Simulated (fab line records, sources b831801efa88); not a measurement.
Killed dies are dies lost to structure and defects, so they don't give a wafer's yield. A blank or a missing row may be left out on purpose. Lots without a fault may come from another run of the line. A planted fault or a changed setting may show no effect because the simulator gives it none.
A struck lot beside a sound one | flow sky130 | 15 steps out of a route of 708
Sound: wafers L413.2, L413.4, L413.5. Struck: wafers L409.2, L409.4, L409.5. The cause comes at the end.
At each step with rows: each side's tool, then ch and its chambers, then its first start. Under that, the readings that differ: sound wafers | struck wafers | difference of the means | sigmas: that difference in standard deviations of wafers without a fault.
alike: readings whose means differ by less than 2 such deviations, and words and numbers that are the same on both sides. not compared: withheld readings, readings that some wafer has no value for, bounds like >300 that may hide the same value, and numbers for which the record gives no deviation and whose values overlap.
The two part at a step that has a row with sigmas, a row that says differs or no value, or rows on one side only. Numbers that don't overlap but have no deviation are shown without sigmas and don't part them. A reading that every wafer of one side lacks parts them only if that side has two wafers or more.

first, 2 steps without rows for these wafers: SKY_POLY_GATE_CLEAN_19 (cleans in SC1/SC2, time 150 s); SKY_POLY_GATE_OXIDATION_20 (stabilise 600 s, purge 300 s, target thk 4 nm).
SKY_POLY_GATE_THK_MEAS_21:
  sound on film_metro-03, day 23 18:50; struck on film_metro-03, day 22 10:14
  alike: POLY_GATE_OXIDATION_THK
SKY_POLY_GATE_CD_MEAS_22:
  sound on cd_sem-01, day 23 18:55; struck on cd_sem-01, day 22 10:19
  alike: cd_nm
then, 7 steps without rows for these wafers: SKY_LDD_N_DEHYDRATE_00 (time 60 s); SKY_LDD_N_HMDS_01 (prime time 60 s); SKY_LDD_N_COAT_02 (resist thk 300 nm); SKY_LDD_N_SOFTBAKE_03 (time 60 s); SKY_LDD_N_EXPOSE_04 (exposes mask NTM, target cd 840 nm); SKY_LDD_N_PEB_05; SKY_LDD_N_DEVELOP_06 (develop time 60 s).
SKY_LDD_N_OVL_MEAS_07:
  sound on overlay-01, day 25 00:41; struck on overlay-01, day 23 16:41
  alike: LDD_N_OVL
SKY_LDD_N_IMPLANT_08:
  sound on implanter-02 ch 0, day 25 00:44; struck on implanter-01 ch 0, day 23 16:44
  reading                          | sound                      | struck                        | difference | sigmas
  beam_on_s (s)                    | 10.01 10.17 10.05          | 10.90 10.76 10.90             | +0.78      | +4
  end_station_pressure_torr (Torr) | 5.65e-06 5.58e-06 5.34e-06 | 6.187e-05 6.426e-05 7.053e-05 | +6.003e-05 | +99 or more
  faraday_current_uA               | 422 417 420                | 374 380 376                   | -43        | -5
then, 1 step without rows for these wafers: SKY_LDD_N_IMPLANT_09.
-- the record jumps here: 26 days lie between the struck wafers' starts before and after (it left off in module LDD_N and takes up again in module PAD_OPEN, whose first step shown is number 708 of the route) --
SKY_PAD_OPEN_PROBE_99:
  sound on prober-02, day 50 12:21; struck on prober-02, day 49 17:38
  reading                     | sound             | struck            | difference | sigmas
  model.etest.tip_n.rs_ohm_sq | 444.1 442.3 441.6 | 437.7 436.7 437.9 | -5.2       |
  alike: killed_at_M0_to_M3, killed_at_M4_up, killed_at_contacts, killed_at_front_end, killed_at_other, killed_dies, killed_on_rim, killed_open, killed_short

WHERE THEY PART
Only at SKY_LDD_N_IMPLANT_08, within this record. Later steps at which nothing parts them and some readings are alike: SKY_PAD_OPEN_PROBE_99.

WHY: what the simulator had put in
Process parameter drift: implanter-01, from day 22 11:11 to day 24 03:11, at SKY_LDD_N_IMPLANT_08. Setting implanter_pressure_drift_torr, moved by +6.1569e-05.
Process parameter drift: implanter-01, from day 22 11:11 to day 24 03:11, at SKY_LDD_N_IMPLANT_08. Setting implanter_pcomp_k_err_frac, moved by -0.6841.
